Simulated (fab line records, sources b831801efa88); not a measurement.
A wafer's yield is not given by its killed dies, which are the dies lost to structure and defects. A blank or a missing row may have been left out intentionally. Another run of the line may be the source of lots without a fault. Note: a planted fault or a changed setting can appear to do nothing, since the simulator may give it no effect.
Which tool is to blame?	flow sfq_line	41 wafers sampled from 14 lots at 1 step of a route of 325

## WHAT THE GAUGES READ, wafer by wafer
The record holds no reading of a measuring or inspecting step that can be judged against a usual standard deviation.

## WHICH TOOL RAN EACH LOT (tool, then ch and the chambers of the sampled wafers, then the start)
lot	SFQ_TRILAYER_JJ_TRILAYER_DEP_SPUTTER_112
L760	pvd_sputter-05, day 47 09:58
L764	pvd_sputter-03, day 48 00:22
L765	pvd_sputter-05, day 48 06:29
L766	pvd_sputter-03, day 48 11:53
L767	pvd_sputter-04, day 48 12:57
L768	pvd_sputter-05, day 48 22:52
L770	pvd_sputter-05, day 50 07:16
L772	pvd_sputter-04, day 50 13:16
L773	pvd_sputter-05, day 50 15:40
L776	pvd_sputter-05, day 50 21:40
L777	pvd_sputter-03, day 50 22:59
L778	pvd_sputter-04, day 51 00:11
L782	pvd_sputter-05, day 53 22:58
L783	pvd_sputter-04, day 58 12:51
- SFQ_TRILAYER_JJ_TRILAYER_DEP_SPUTTER_112: material Nb, target thk 170 nm, time 113.3 s.

## AS READ BY THE TOOLS THEMSELVES (means over the sampled wafers that have a number; for cases with no such wafer, the mark the record gives instead)
SFQ_TRILAYER_JJ_TRILAYER_DEP_SPUTTER_112.
lot	tool	chamber_pressure_pa (Pa)	throttle_valve_pct (%)
L760	pvd_sputter-05	0.13340	29.4
L764	pvd_sputter-03	0.13324	29.5
L765	pvd_sputter-05	0.13334	29.4
L766	pvd_sputter-03	0.13325	29.4
L767	pvd_sputter-04	0.13315	30.5
L768	pvd_sputter-05	0.13313	29.0
L770	pvd_sputter-05	0.13333	29.2
L772	pvd_sputter-04	0.13320	30.1
L773	pvd_sputter-05	0.13889	28.9
L776	pvd_sputter-05	0.13879	28.0
L777	pvd_sputter-03	0.13332	28.9
L778	pvd_sputter-04	0.13346	29.6
L782	pvd_sputter-05	0.13296	29.0
L783	pvd_sputter-04	0.13347	29.5

## THE ANSWER, worked out from the rows above alone
Rule: the usual values come from the lots themselves. Put in order of their means at a reading, lots are off if they are a third of the lots or fewer, leave a main group of 4 or more, and stand apart from it by a gap of 3 or more times the standard deviation of the main group's means; of several such gaps the widest counts. A main group whose means are all the same, to the digits that the tables above print for the reading, isn't used. A lot without any number at a reading at which 4 lots or more have one is off too. The other lots that the step has rows for count as sound. First the gauges in route order, then the tools' own readings, where a lot's mean is used as printed above. At the first step where some lot is off, the reading lying furthest off is the one used; lots without a number count as furthest.
Off: L773, L776 (SFQ_TRILAYER_JJ_TRILAYER_DEP_SPUTTER_112, chamber_pressure_pa). The main group: mean 0.13327 Pa, standard deviation 0.00014.
If a tool, at that step or one of the process steps before it, ran each lot that is off and ran no sound lot following the first of them, it fits. Of those tried, none fits.

## WHAT THE SIMULATOR PUT IN
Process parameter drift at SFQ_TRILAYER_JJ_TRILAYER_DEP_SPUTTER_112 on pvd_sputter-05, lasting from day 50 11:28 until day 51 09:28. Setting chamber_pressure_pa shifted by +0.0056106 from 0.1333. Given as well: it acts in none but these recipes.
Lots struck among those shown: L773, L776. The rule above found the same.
